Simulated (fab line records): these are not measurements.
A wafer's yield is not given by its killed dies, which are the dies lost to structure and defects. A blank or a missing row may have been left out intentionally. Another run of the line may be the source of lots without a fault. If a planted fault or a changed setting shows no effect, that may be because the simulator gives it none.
Which tool is to blame? / flow sky130 / 33 wafers from 11 lots sampled at 5 of the route's 708 steps

## WHAT THE GAUGES READ, wafer by wafer
No reading from a measuring or inspecting step in the record can be judged against a usual standard deviation.

## WHAT TOOL EACH LOT RAN ON (gives the tool, then ch and the chambers of the sampled wafers, and finally the start)
lot=L845; SKY_FIELD_ISO_ETCH_17=rie si-02 ch 1,3, day 2 19:19; SKY_METAL5_SPUTTER_01=pvd sputter-04, day 44 04:46; SKY_PAD_OPEN_ETCH_07=rie diel-03 ch 0,2,3, day 46 19:53; SKY_PAD_OPEN_STRIP_08=plasma asher-04 ch 0,1, day 46 20:00; SKY_PAD_OPEN_PROBE_99=prober-01, day 46 22:13
lot=L846; SKY_FIELD_ISO_ETCH_17=rie si-01 ch 2,3, day 2 20:56; SKY_METAL5_SPUTTER_01=pvd sputter-02, day 44 05:52; SKY_PAD_OPEN_ETCH_07=rie diel-01 ch 1,3, day 46 20:13; SKY_PAD_OPEN_STRIP_08=plasma asher-02 ch 0,1, day 46 20:19; SKY_PAD_OPEN_PROBE_99=prober-02, day 46 22:35
lot=L847; SKY_FIELD_ISO_ETCH_17=rie si-02 ch 0,1,2, day 3 01:40; SKY_METAL5_SPUTTER_01=pvd sputter-02, day 44 10:49; SKY_PAD_OPEN_ETCH_07=rie diel-03 ch 0,1,2, day 47 04:26; SKY_PAD_OPEN_STRIP_08=plasma asher-03 ch 0,1, day 47 04:33; SKY_PAD_OPEN_PROBE_99=prober-02, day 47 07:04
lot=L848; SKY_FIELD_ISO_ETCH_17=rie si-02 ch 0,2,3, day 3 06:25; SKY_METAL5_SPUTTER_01=pvd sputter-04, day 44 10:08; SKY_PAD_OPEN_ETCH_07=rie diel-03 ch 0,1,2, day 47 03:29; SKY_PAD_OPEN_STRIP_08=plasma asher-04 ch 0,1, day 47 03:36; SKY_PAD_OPEN_PROBE_99=prober-01, day 47 05:52
lot=L851; SKY_FIELD_ISO_ETCH_17=rie si-01 ch 2,3, day 3 21:10; SKY_METAL5_SPUTTER_01=pvd sputter-04, day 45 05:04; SKY_PAD_OPEN_ETCH_07=rie diel-03 ch 0,3, day 47 16:08; SKY_PAD_OPEN_STRIP_08=plasma asher-03 ch 0,1, day 47 16:15; SKY_PAD_OPEN_PROBE_99=prober-01, day 47 18:32
lot=L852; SKY_FIELD_ISO_ETCH_17=rie si-02 ch 0,1, day 4 04:05; SKY_METAL5_SPUTTER_01=pvd sputter-04, day 45 08:25; SKY_PAD_OPEN_ETCH_07=rie diel-01 ch 1,2, day 47 21:55; SKY_PAD_OPEN_STRIP_08=plasma asher-04 ch 0,1, day 47 22:02; SKY_PAD_OPEN_PROBE_99=prober-02, day 48 00:18
lot=L853; SKY_FIELD_ISO_ETCH_17=rie si-01 ch 1,2, day 4 08:55; SKY_METAL5_SPUTTER_01=pvd sputter-02, day 45 16:46; SKY_PAD_OPEN_ETCH_07=rie diel-03 ch 1,3, day 48 04:35; SKY_PAD_OPEN_STRIP_08=plasma asher-02 ch 0,1, day 48 04:42; SKY_PAD_OPEN_PROBE_99=prober-01, day 48 07:08
lot=L854; SKY_FIELD_ISO_ETCH_17=rie si-02 ch 1,2,3, day 4 13:53; SKY_METAL5_SPUTTER_01=pvd sputter-01, day 45 15:25; SKY_PAD_OPEN_ETCH_07=rie diel-01 ch 0,1,3, day 48 04:14; SKY_PAD_OPEN_STRIP_08=plasma asher-04 ch 0,1, day 48 04:23; SKY_PAD_OPEN_PROBE_99=prober-01, day 48 06:59
lot=L858; SKY_FIELD_ISO_ETCH_17=rie si-01 ch 0,1,2, day 5 12:14; SKY_METAL5_SPUTTER_01=pvd sputter-01, day 47 07:52; SKY_PAD_OPEN_ETCH_07=rie diel-03 ch 1,2,3, day 49 15:13; SKY_PAD_OPEN_STRIP_08=plasma asher-03 ch 0,1, day 49 15:20; SKY_PAD_OPEN_PROBE_99=prober-01, day 49 17:35
lot=L860; SKY_FIELD_ISO_ETCH_17=rie si-01 ch 2,3, day 5 22:23; SKY_METAL5_SPUTTER_01=pvd sputter-04, day 47 11:46; SKY_PAD_OPEN_ETCH_07=rie diel-02 ch 1,2, day 49 20:46; SKY_PAD_OPEN_STRIP_08=plasma asher-02 ch 0,1, day 49 20:54; SKY_PAD_OPEN_PROBE_99=prober-01, day 49 23:17
lot=L861; SKY_FIELD_ISO_ETCH_17=rie si-02 ch 0,2, day 6 03:17; SKY_METAL5_SPUTTER_01=pvd sputter-01, day 47 13:16; SKY_PAD_OPEN_ETCH_07=rie diel-03 ch 2,3, day 49 21:49; SKY_PAD_OPEN_STRIP_08=plasma asher-03 ch 0,1, day 49 21:58; SKY_PAD_OPEN_PROBE_99=prober-02, day 50 00:23
- SKY_FIELD_ISO_ETCH_17: etches Si in HBr/Cl2/O2, target depth 342 nm, time 97.7 s.
- SKY_METAL5_SPUTTER_01: material TiN, target thk 20 nm, time 16.7 s.
- SKY_PAD_OPEN_ETCH_07: etches the open film in CF4/O2, stops on AlCu, target depth 725 nm, time 161.1 s.
- SKY_PAD_OPEN_STRIP_08: strips in O2/N2.
- SKY_PAD_OPEN_PROBE_99

## WHAT THE TOOLS THEMSELVES READ (means of the sampled wafers that have a number; where no wafer has one, the mark that the record gives instead)
SKY_FIELD_ISO_ETCH_17. Usual: drypump motor current A 5.5 A, standard deviation 0.51; mfc cl2 sccm 40.00 sccm, standard deviation 0.12; oes product au 1.003 a.u., standard deviation 0.0083; rf fwd power W 596.4 W, standard deviation 1.7; throttle valve pct 25.654 %, standard deviation 0.011.
lot=L845; tool=rie si-02; drypump motor current A (A)=6.1; mfc cl2 sccm (sccm)=39.93; oes product au (a.u.)=0.989; rf fwd power W (W)=595.9; throttle valve pct (%)=25.663; flag=
lot=L846; tool=rie si-01; drypump motor current A (A)=5.2; mfc cl2 sccm (sccm)=40.05; oes product au (a.u.)=1.003; rf fwd power W (W)=596.2; throttle valve pct (%)=25.648; flag=
lot=L847; tool=rie si-02; drypump motor current A (A)=5.8; mfc cl2 sccm (sccm)=39.92; oes product au (a.u.)=1.005; rf fwd power W (W)=596.7; throttle valve pct (%)=25.660; flag=
lot=L848; tool=rie si-02; drypump motor current A (A)=5.5; mfc cl2 sccm (sccm)=40.04; oes product au (a.u.)=1.004; rf fwd power W (W)=597.9; throttle valve pct (%)=25.651; flag=
lot=L851; tool=rie si-01; drypump motor current A (A)=5.1; mfc cl2 sccm (sccm)=40.04; oes product au (a.u.)=1.008; rf fwd power W (W)=596.7; throttle valve pct (%)=25.654; flag=
lot=L852; tool=rie si-02; drypump motor current A (A)=6.3; mfc cl2 sccm (sccm)=39.91; oes product au (a.u.)=0.988; rf fwd power W (W)=597.8; throttle valve pct (%)=25.661; flag=
lot=L853; tool=rie si-01; drypump motor current A (A)=5.3; mfc cl2 sccm (sccm)=39.91; oes product au (a.u.)=0.994; rf fwd power W (W)=595.8; throttle valve pct (%)=25.654; flag=
lot=L854; tool=rie si-02; drypump motor current A (A)=5.6; mfc cl2 sccm (sccm)=40.02; oes product au (a.u.)=0.994; rf fwd power W (W)=596.6; throttle valve pct (%)=25.658; flag=
lot=L858; tool=rie si-01; drypump motor current A (A)=5.4; mfc cl2 sccm (sccm)=40.04; oes product au (a.u.)=1.007; rf fwd power W (W)=596.3; throttle valve pct (%)=25.656; flag=
lot=L860; tool=rie si-01; drypump motor current A (A)=5.3; mfc cl2 sccm (sccm)=40.12; oes product au (a.u.)=0.999; rf fwd power W (W)=593.7; throttle valve pct (%)=25.664; flag=
lot=L861; tool=rie si-02; drypump motor current A (A)=5.8; mfc cl2 sccm (sccm)=40.01; oes product au (a.u.)=1.003; rf fwd power W (W)=596.3; throttle valve pct (%)=25.662; flag=

SKY_METAL5_SPUTTER_01. Usual: throttle valve pct at 30.0 %, with a standard deviation of 0.95.
lot=L845; tool=pvd sputter-04; throttle valve pct (%)=29.8; flag=
lot=L846; tool=pvd sputter-02; throttle valve pct (%)=30.4; flag=
lot=L847; tool=pvd sputter-02; throttle valve pct (%)=31.2; flag=
lot=L848; tool=pvd sputter-04; throttle valve pct (%)=29.7; flag=
lot=L851; tool=pvd sputter-04; throttle valve pct (%)=29.3; flag=
lot=L852; tool=pvd sputter-04; throttle valve pct (%)=29.5; flag=
lot=L853; tool=pvd sputter-02; throttle valve pct (%)=30.4; flag=
lot=L854; tool=pvd sputter-01; throttle valve pct (%)=30.2; flag=
lot=L858; tool=pvd sputter-01; throttle valve pct (%)=30.0; flag=
lot=L860; tool=pvd sputter-04; throttle valve pct (%)=29.4; flag=
lot=L861; tool=pvd sputter-01; throttle valve pct (%)=30.2; flag=

SKY_PAD_OPEN_ETCH_07. Usual: cf4 flow sccm 80.00 sccm, standard deviation 0.23; drypump motor current A 5.9 A, standard deviation 0.44; oes product au 0.978 a.u., standard deviation 0.0067; rf fwd power W 796.6 W, standard deviation 2.5; throttle valve pct 5.965 %, standard deviation 0.0084.
lot=L845; tool=rie diel-03; cf4 flow sccm (sccm)=79.92; drypump motor current A (A)=6.3; oes product au (a.u.)=0.974; rf fwd power W (W)=795.5; throttle valve pct (%)=5.955; flag=
lot=L846; tool=rie diel-01; cf4 flow sccm (sccm)=79.92; drypump motor current A (A)=5.7; oes product au (a.u.)=0.972; rf fwd power W (W)=797.5; throttle valve pct (%)=5.957; flag=
lot=L847; tool=rie diel-03; cf4 flow sccm (sccm)=80.11; drypump motor current A (A)=5.9; oes product au (a.u.)=0.975; rf fwd power W (W)=797.8; throttle valve pct (%)=5.972; flag=
lot=L848; tool=rie diel-03; cf4 flow sccm (sccm)=79.96; drypump motor current A (A)=5.9; oes product au (a.u.)=0.978; rf fwd power W (W)=797.1; throttle valve pct (%)=5.960; flag=
lot=L851; tool=rie diel-03; cf4 flow sccm (sccm)=80.31; drypump motor current A (A)=6.4; oes product au (a.u.)=0.981; rf fwd power W (W)=796.4; throttle valve pct (%)=5.970; flag=
lot=L852; tool=rie diel-01; cf4 flow sccm (sccm)=80.23; drypump motor current A (A)=5.6; oes product au (a.u.)=0.988; rf fwd power W (W)=797.1; throttle valve pct (%)=5.965; flag=
lot=L853; tool=rie diel-03; cf4 flow sccm (sccm)=80.14; drypump motor current A (A)=6.0; oes product au (a.u.)=0.977; rf fwd power W (W)=796.1; throttle valve pct (%)=5.969; flag=
lot=L854; tool=rie diel-01; cf4 flow sccm (sccm)=80.09; drypump motor current A (A)=5.7; oes product au (a.u.)=0.985; rf fwd power W (W)=796.4; throttle valve pct (%)=5.960; flag=
lot=L858; tool=rie diel-03; cf4 flow sccm (sccm)=80.23; drypump motor current A (A)=5.9; oes product au (a.u.)=0.982; rf fwd power W (W)=799.0; throttle valve pct (%)=5.966; flag=
lot=L860; tool=rie diel-02; cf4 flow sccm (sccm)=79.85; drypump motor current A (A)=5.9; oes product au (a.u.)=0.973; rf fwd power W (W)=797.7; throttle valve pct (%)=5.971; flag=
lot=L861; tool=rie diel-03; cf4 flow sccm (sccm)=80.04; drypump motor current A (A)=6.3; oes product au (a.u.)=0.982; rf fwd power W (W)=800.6; throttle valve pct (%)=5.962; flag=

SKY_PAD_OPEN_STRIP_08. Usual: drypump motor current A 5.74 A, standard deviation 0.22; oes product au 0.663 a.u., standard deviation 0.0048; strip time to endpoint s 37.06 s, standard deviation 0.089.
lot=L845; tool=plasma asher-04; drypump motor current A (A)=5.63; oes product au (a.u.)=0.663; strip time to endpoint s (s)=37.11; flag=
lot=L846; tool=plasma asher-02; drypump motor current A (A)=5.95; oes product au (a.u.)=0.665; strip time to endpoint s (s)=37.00; flag=
lot=L847; tool=plasma asher-03; drypump motor current A (A)=5.64; oes product au (a.u.)=0.660; strip time to endpoint s (s)=37.10; flag=
lot=L848; tool=plasma asher-04; drypump motor current A (A)=5.67; oes product au (a.u.)=0.660; strip time to endpoint s (s)=36.94; flag=
lot=L851; tool=plasma asher-03; drypump motor current A (A)=5.68; oes product au (a.u.)=0.665; strip time to endpoint s (s)=37.02; flag=
lot=L852; tool=plasma asher-04; drypump motor current A (A)=5.68; oes product au (a.u.)=0.665; strip time to endpoint s (s)=37.14; flag=
lot=L853; tool=plasma asher-02; drypump motor current A (A)=5.97; oes product au (a.u.)=0.664; strip time to endpoint s (s)=37.06; flag=
lot=L854; tool=plasma asher-04; drypump motor current A (A)=5.69; oes product au (a.u.)=0.661; strip time to endpoint s (s)=37.03; flag=
lot=L858; tool=plasma asher-03; drypump motor current A (A)=5.69; oes product au (a.u.)=0.666; strip time to endpoint s (s)=37.04; flag=
lot=L860; tool=plasma asher-02; drypump motor current A (A)=5.97; oes product au (a.u.)=0.663; strip time to endpoint s (s)=36.97; flag=
lot=L861; tool=plasma asher-03; drypump motor current A (A)=5.66; oes product au (a.u.)=0.663; strip time to endpoint s (s)=37.03; flag=

SKY_PAD_OPEN_PROBE_99. Usual: killed_at_M0_to_M3 43, standard deviation 7.7; killed_at_M4_up 3.0, standard deviation 1.7; killed at contacts 24, standard deviation 5.2; killed at front end 15, standard deviation 4.5; killed at other 0.3, standard deviation 0.5; killed dies 85, standard deviation 9.5; killed open 47, standard deviation 6.6; killed short 38, standard deviation 6.6.
lot=L845; tool=prober-01; killed_at_M0_to_M3=41; killed_at_M4_up=2.3; killed at contacts=29; killed at front end=18; killed at other=0.0; killed dies=89; killed open=48; killed short=42; flag=
lot=L846; tool=prober-02; killed_at_M0_to_M3=41; killed_at_M4_up=3.0; killed at contacts=21; killed at front end=17; killed at other=0.7; killed dies=83; killed open=44; killed short=39; flag=
lot=L847; tool=prober-02; killed_at_M0_to_M3=45; killed_at_M4_up=2.3; killed at contacts=20; killed at front end=12; killed at other=0.0; killed dies=80; killed open=44; killed short=36; flag=
lot=L848; tool=prober-01; killed_at_M0_to_M3=40; killed_at_M4_up=3.3; killed at contacts=17; killed at front end=11; killed at other=0.0; killed dies=72; killed open=40; killed short=31; flag=
lot=L851; tool=prober-01; killed_at_M0_to_M3=33; killed_at_M4_up=4.0; killed at contacts=24; killed at front end=15; killed at other=0.0; killed dies=76; killed open=42; killed short=34; flag=
lot=L852; tool=prober-02; killed_at_M0_to_M3=42; killed_at_M4_up=2.7; killed at contacts=21; killed at front end=17; killed at other=0.3; killed dies=82; killed open=50; killed short=32; flag=
lot=L853; tool=prober-01; killed_at_M0_to_M3=38; killed_at_M4_up=2.7; killed at contacts=27; killed at front end=15; killed at other=0.3; killed dies=83; killed open=45; killed short=38; flag=
lot=L854; tool=prober-01; killed_at_M0_to_M3=52; killed_at_M4_up=2.7; killed at contacts=32; killed at front end=12; killed at other=1.3; killed dies=100; killed open=59; killed short=41; flag=
lot=L858; tool=prober-01; killed_at_M0_to_M3=52; killed_at_M4_up=2.7; killed at contacts=21; killed at front end=17; killed at other=0.0; killed dies=92; killed open=52; killed short=40; flag=
lot=L860; tool=prober-01; killed_at_M0_to_M3=42; killed_at_M4_up=2.7; killed at contacts=27; killed at front end=14; killed at other=0.3; killed dies=86; killed open=48; killed short=38; flag=
lot=L861; tool=prober-02; killed_at_M0_to_M3=35; killed_at_M4_up=2.3; killed at contacts=22; killed at front end=52; killed at other=0.3; killed dies=112; killed open=46; killed short=35; flag=OFF

## THE ANSWER, worked out from the rows above alone
Rule: take the mean of a lot's wafers that have a number; if it is more than 3 standard deviations from the usual mean, the lot is off. A lot without any number at a reading at which 4 lots or more have one is off too. The other lots that the step has rows for count as sound. First the gauges in route order, then the tools' own readings, where a lot's mean is used as printed above. At the first step where some lot is off, the reading lying furthest off is the one used; lots without a number count as furthest.
Off at SKY_PAD_OPEN_PROBE_99 (killed at front end): L861.
If a tool, at that step or one of the process steps before it, ran each lot that is off and ran no sound lot following the first of them, it fits. Can't be told from this: 5 tools fit, rie si-02 at SKY_FIELD_ISO_ETCH_17, pvd sputter-01 at SKY_METAL5_SPUTTER_01, rie diel-03 at SKY_PAD_OPEN_ETCH_07, plasma asher-03 at SKY_PAD_OPEN_STRIP_08, prober-02 at SKY_PAD_OPEN_PROBE_99.

## WHAT THE SIMULATOR HAD PUT IN
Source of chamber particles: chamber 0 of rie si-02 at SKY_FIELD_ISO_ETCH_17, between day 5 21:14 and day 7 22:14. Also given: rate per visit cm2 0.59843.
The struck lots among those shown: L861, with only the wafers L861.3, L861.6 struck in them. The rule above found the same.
